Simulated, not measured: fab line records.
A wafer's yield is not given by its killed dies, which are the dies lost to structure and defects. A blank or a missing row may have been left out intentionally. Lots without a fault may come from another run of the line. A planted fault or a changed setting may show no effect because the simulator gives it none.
Matching of chambers + flow gf180mcu + GF_STI_CVD_23 on hdpcvd-02 has 3 sister chambers
The step deposits SiO2, target thk 650 nm, time 108.3 s. 3 wafers are shown with their chamber, then 8 later ones without.

EACH WAFER AND ITS CHAMBER
| wafer  | chamber | sih4FlowSccm (sccm) |
|--------|---------|---------------------|
| L349.1 | 0       | 60.19               |
| L350.1 | 1       | 60.02               |
| L352.2 | 2       | 60.25               |

WAFERS WITHOUT THEIR CHAMBER
| wafer  | sih4FlowSccm (sccm) |
|--------|---------------------|
| L352.4 | 59.95               |
| L352.6 | 59.85               |
| L363.3 | 59.84               |
| L363.4 | 60.17               |
| L363.6 | 60.16               |
| L367.3 | 59.97               |
| L367.4 | 59.97               |
| L367.5 | 60.32               |

WHICH CHAMBER EACH WENT THROUGH
| wafer  | from the rows above          | in truth |
|--------|------------------------------|----------|
| L352.4 | can't be placed: 1 or 0      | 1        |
| L352.6 | can't be placed: 1 or 0      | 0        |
| L363.3 | can't be placed: 1 or 0      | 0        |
| L363.4 | can't be placed: 0 or 2 or 1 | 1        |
| L363.6 | can't be placed: 0 or 2 or 1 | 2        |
| L367.3 | can't be placed: 1 or 0      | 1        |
| L367.4 | can't be placed: 1 or 0      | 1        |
| L367.5 | can't be placed: 2 or 0      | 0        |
Correctly placed: 0 of 8. From these rows, 8 cannot be placed; in 8 the true chamber is one of the candidates. Wrongly placed: 0.
How it was worked out, from the rows above alone: a wafer's distance from a chamber is the root of the sum, over the readings, of the square of ((its reading less the chamber's mean) divided by the reading's scatter). If the next closest chamber is less than 2 further off than the closest, the wafer can't be placed; otherwise it belongs to the closest. A chamber's mean is the mean of its shown wafers. The scatter: root of mean squared gap, hidden wafer to nearest shown wafer, with one shown wafer a chamber.
